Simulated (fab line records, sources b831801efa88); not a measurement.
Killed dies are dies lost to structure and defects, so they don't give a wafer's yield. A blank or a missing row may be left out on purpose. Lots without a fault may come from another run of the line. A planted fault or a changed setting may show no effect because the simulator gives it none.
Which tool did it? | flow gf180mcu | 12 lots, 36 wafers sampled, at 7 steps of a route of 602

WHAT THE GAUGES READ, wafer by wafer
GF_HV_LDD_CD_MEAS_31: target cd 400 nm.
lot  | measured     | on        | cd_nm (nm)
L296 | day 11 01:29 | cd_sem-02 | 402.2 401.3 399.9
L298 | day 11 18:52 | cd_sem-01 | 400.7 399.6 398.4
L299 | day 12 01:22 | cd_sem-02 | 396.4 397.8 396.8
L300 | day 12 09:37 | cd_sem-01 | 397.3 399.8 398.9
L308 | day 15 18:02 | cd_sem-02 | 401.4 401.9 404.0
L309 | day 16 13:44 | cd_sem-02 | 404.3 401.6 402.9
L310 | day 16 14:25 | cd_sem-02 | 398.6 400.1 396.6
L312 | day 17 11:01 | cd_sem-02 | 396.6 398.5 399.0
L313 | day 17 21:08 | cd_sem-02 | 402.6 401.5 399.7
L315 | day 18 15:12 | cd_sem-01 | 405.0 404.6 408.1
L314 | day 18 16:07 | cd_sem-02 | 405.1 402.7 402.4
L317 | day 19 15:10 | cd_sem-01 | 402.9 401.9 401.4

GF_HV_LDD_TW_MEAS_50.
lot  | measured     | on            | HV_LDD_4_TW
L296 | day 11 21:41 | film_metro-02 | 564 563 562
L298 | day 12 16:07 | film_metro-02 | 563 561 564
L299 | day 12 22:24 | film_metro-03 | 580 575 578
L300 | day 13 06:30 | film_metro-04 | 573 572 574
L308 | day 16 16:50 | film_metro-04 | 572 571 572
L309 | day 17 14:38 | film_metro-03 | 574 577 579
L310 | day 17 14:54 | film_metro-04 | 577 579 576
L312 | day 18 11:36 | film_metro-02 | 566 565 561
L313 | day 18 22:29 | film_metro-03 | 581 578 577
L315 | day 19 16:46 | film_metro-02 | 566 568 571
L314 | day 19 18:03 | film_metro-03 | 579 579 575
L317 | day 20 16:54 | film_metro-04 | 574 573 572

GF_HV_LDD_THK_MEAS_55.
lot  | measured     | on            | HV_LDD_CVD_54_THK (nm)
L296 | day 11 23:00 | film_metro-04 | 9.99 10.12 10.09
L298 | day 12 17:30 | film_metro-02 | 10.17 10.13 10.21
L299 | day 12 23:43 | film_metro-04 | 9.85 9.82 9.79
L300 | day 13 07:49 | film_metro-04 | 9.91 9.95 10.06
L308 | day 16 18:10 | film_metro-02 | 10.08 10.23 10.07
L309 | day 17 15:58 | film_metro-02 | 10.02 10.00 10.03
L310 | day 17 16:52 | film_metro-03 | 10.01 10.01 9.98
L312 | day 18 13:00 | film_metro-02 | 10.01 10.14 10.08
L313 | day 18 23:49 | film_metro-02 | 9.88 9.97 9.99
L315 | day 19 18:05 | film_metro-02 | 9.85 9.91 9.77
L314 | day 19 19:22 | film_metro-02 | 9.87 9.91 9.73
L317 | day 20 18:44 | film_metro-04 | 10.17 10.16 10.11

GF_PSD_TW_MEAS_11.
lot  | measured     | on            | PSD_TW
L296 | day 13 16:41 | film_metro-02 | 3151 3138 3147
L298 | day 14 11:30 | film_metro-01 | 3473 3465 3480
L299 | day 14 18:02 | film_metro-04 | 3207 3202 3207
L300 | day 15 02:41 | film_metro-04 | 3488 3484 3504
L308 | day 18 19:44 | film_metro-01 | 3160 3184 3162
L309 | day 19 18:41 | film_metro-02 | 3183 3170 3172
L310 | day 19 20:15 | film_metro-01 | 3145 3171 3149
L312 | day 20 15:33 | film_metro-02 | 3176 3167 3180
L313 | day 21 03:41 | film_metro-01 | 3164 3172 3156
L315 | day 21 20:26 | film_metro-02 | 3167 3148 3153
L314 | day 21 22:03 | film_metro-02 | 3176 3168 3171
L317 | day 22 19:56 | film_metro-01 | 3148 3153 3146

GF_PSD_RS_MEAS_15: measures by four-point-probe.
lot  | measured     | on            | PSD_RS (ohm/sq)
L296 | day 13 17:01 | film_metro-01 | 108.86 108.99 108.97
L298 | day 14 11:50 | film_metro-01 | 96.10 96.19 96.11
L299 | day 14 18:22 | film_metro-01 | 107.92 108.58 108.15
L300 | day 15 03:01 | film_metro-01 | 96.64 96.61 96.53
L308 | day 18 20:04 | film_metro-02 | 108.21 108.34 108.20
L309 | day 19 18:59 | film_metro-04 | 108.71 108.44 108.58
L310 | day 19 20:35 | film_metro-02 | 108.65 108.64 108.58
L312 | day 20 15:52 | film_metro-01 | 108.75 108.81 108.87
L313 | day 21 04:00 | film_metro-04 | 108.20 108.53 108.37
L315 | day 21 20:44 | film_metro-02 | 108.93 108.57 108.73
L314 | day 21 22:22 | film_metro-04 | 108.54 108.61 108.54
L317 | day 22 20:19 | film_metro-04 | 108.68 108.96 108.81

WHICH TOOL RAN EACH LOT (tool, then ch and the chambers of the sampled wafers, then the start)
lot  | GF_PSD_IMPLANT_09               | GF_PSD_STRIP_10
L296 | implanter-03 ch 0, day 13 16:26 | plasma_asher-02 ch 0,1, day 13 16:35
L298 | implanter-03 ch 0, day 14 11:16 | plasma_asher-01 ch 0,1, day 14 11:23
L299 | implanter-04 ch 0, day 14 17:48 | plasma_asher-02 ch 0,1, day 14 17:56
L300 | implanter-03 ch 0, day 15 02:27 | plasma_asher-02 ch 0,1, day 15 02:35
L308 | implanter-03 ch 0, day 18 19:29 | plasma_asher-01 ch 0,1, day 18 19:38
L309 | implanter-03 ch 0, day 19 18:26 | plasma_asher-01 ch 0,1, day 19 18:35
L310 | implanter-02 ch 0, day 19 20:01 | plasma_asher-02 ch 0,1, day 19 20:08
L312 | implanter-04 ch 0, day 20 15:19 | plasma_asher-04 ch 0,1, day 20 15:26
L313 | implanter-03 ch 0, day 21 03:26 | plasma_asher-04 ch 0,1, day 21 03:35
L315 | implanter-03 ch 0, day 21 20:11 | plasma_asher-02 ch 0,1, day 21 20:20
L314 | implanter-04 ch 0, day 21 21:49 | plasma_asher-04 ch 0,1, day 21 21:56
L317 | implanter-02 ch 0, day 22 19:42 | plasma_asher-04 ch 0,1, day 22 19:50
- GF_PSD_IMPLANT_09
- GF_PSD_STRIP_10: strips in O2/N2.

WHAT THE TOOLS THEMSELVES READ (means of the sampled wafers that have a number; where no wafer has one, the mark that the record gives instead)
GF_PSD_IMPLANT_09.
lot  | tool         | beam_energy_keV | beam_on_s (s)
L296 | implanter-03 | 39.998          | 10.14
L298 | implanter-03 | 56.401          | 9.94
L299 | implanter-04 | 40.009          | 9.95
L300 | implanter-03 | 56.409          | 9.95
L308 | implanter-03 | 40.005          | 10.09
L309 | implanter-03 | 40.008          | 9.90
L310 | implanter-02 | 40.004          | 10.07
L312 | implanter-04 | 39.989          | 10.05
L313 | implanter-03 | 39.998          | 9.92
L315 | implanter-03 | 40.005          | 9.91
L314 | implanter-04 | 39.990          | 10.19
L317 | implanter-02 | 39.977          | 9.84

GF_PSD_STRIP_10.
lot  | tool            | drypump_motor_current_A (A) | heater_power_w (W) | oes_product_au (a.u.) | strip_time_to_endpoint_s (s)
L296 | plasma_asher-02 | 6.0                         | 315                | 0.591                 | 16.55
L298 | plasma_asher-01 | 5.8                         | 313                | 0.557                 | 18.12
L299 | plasma_asher-02 | 6.0                         | 322                | 0.593                 | 16.53
L300 | plasma_asher-02 | 6.0                         | 322                | 0.564                 | 18.07
L308 | plasma_asher-01 | 5.6                         | 322                | 0.593                 | 16.52
L309 | plasma_asher-01 | 5.8                         | 315                | 0.591                 | 16.54
L310 | plasma_asher-02 | 6.0                         | 326                | 0.596                 | 16.57
L312 | plasma_asher-04 | 5.5                         | 322                | 0.598                 | 16.57
L313 | plasma_asher-04 | 5.5                         | 323                | 0.590                 | 16.58
L315 | plasma_asher-02 | 6.0                         | 323                | 0.592                 | 16.56
L314 | plasma_asher-04 | 5.5                         | 321                | 0.593                 | 16.52
L317 | plasma_asher-04 | 5.4                         | 343                | 0.595                 | 16.53

THE ANSWER, worked out from the rows above alone
Rule: what is usual is taken from the lots themselves. Put in order of their means at a reading, lots are off if they are a third of the lots or fewer, leave a main group of 4 or more, and stand apart from it by a gap of 3 or more times the standard deviation of the main group's means; of several such gaps the widest counts. A main group whose means are all the same, to the digits that the tables above print for the reading, isn't used. A lot without any number at a reading at which 4 lots or more have one is off too. The other lots that the step has rows for count as sound. The gauges are gone through in route order, then the tools' own readings, and for those a lot's mean is taken as printed above. The first step at which some lot is off is used, and at that step the reading that is off furthest; a lot without a number counts as furthest.
Off: L298, L300, at GF_PSD_TW_MEAS_11 (PSD_TW). The main group: mean 3166, standard deviation 16.
A tool fits if, at a process step before that reading, it ran every lot that is off, and no sound lot after the first of them. The gauges at GF_PSD_TW_MEAS_11 aren't tried: what is off there is off at GF_PSD_IMPLANT_09 too, on other tools, and a gauge's error can't cause that. None of those tried fits.

WHAT THE SIMULATOR HAD PUT IN
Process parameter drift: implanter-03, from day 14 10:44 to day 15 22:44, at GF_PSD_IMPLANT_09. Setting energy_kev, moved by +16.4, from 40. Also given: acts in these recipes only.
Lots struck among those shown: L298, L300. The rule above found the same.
